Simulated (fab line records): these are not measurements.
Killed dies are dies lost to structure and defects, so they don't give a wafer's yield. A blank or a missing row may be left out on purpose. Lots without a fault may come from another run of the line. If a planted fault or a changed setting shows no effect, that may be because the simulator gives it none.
Chamber matching | flow gf180mcu | 4 sister chambers for GF_POLY_GATE_ETCH_13 on rie si-02
The step etches poly-Si in HBr/Cl2, stops on SiO2, target depth 198.5 nm, time 69.6 s. 4 wafers are shown with their chamber, then 9 later ones without.

== EACH WAFER AND ITS CHAMBER ==
wafer  | chamber | drypump motor current A (A)
L994.2 | 0       | 5.99
L996.1 | 2       | 5.58
L996.2 | 1       | 5.78
L996.3 | 3       | 5.74

== WAFERS WITHOUT THEIR CHAMBER ==
wafer  | drypump motor current A (A)
L998.2 | 5.61
L998.4 | 5.77
L998.5 | 5.76
L100.2 | 5.77
L100.3 | 6.02
L100.4 | 5.58
L101.4 | 6.02
L101.5 | 6.01
L101.6 | 5.76

== CHAMBER TAKEN BY EACH ==
wafer  | from the rows above     | in truth
L998.2 | 2                       | 2
L998.4 | can't be placed: 1 or 3 | 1
L998.5 | can't be placed: 3 or 1 | 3
L100.2 | can't be placed: 1 or 3 | 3
L100.3 | 0                       | 0
L100.4 | 2                       | 2
L101.4 | 0                       | 0
L101.5 | 0                       | 0
L101.6 | can't be placed: 3 or 1 | 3
Placed correctly: 5 of 9. These rows do not allow placing 4 (true chamber among the candidates in 4). Number placed wrongly: 0.
How it was worked out, from the rows above alone: a wafer's distance from a chamber is the root of the sum, over the readings, of the square of ((its reading less the chamber's mean) divided by the reading's scatter). The wafer belongs to the nearest chamber; if the next one is less than 2 further off, it can't be placed. The mean given for a chamber averages the wafers shown for that chamber. The scatter (one wafer shown for each chamber): square how far every hidden wafer sits from the nearest shown wafer, average those squares and take the square root.
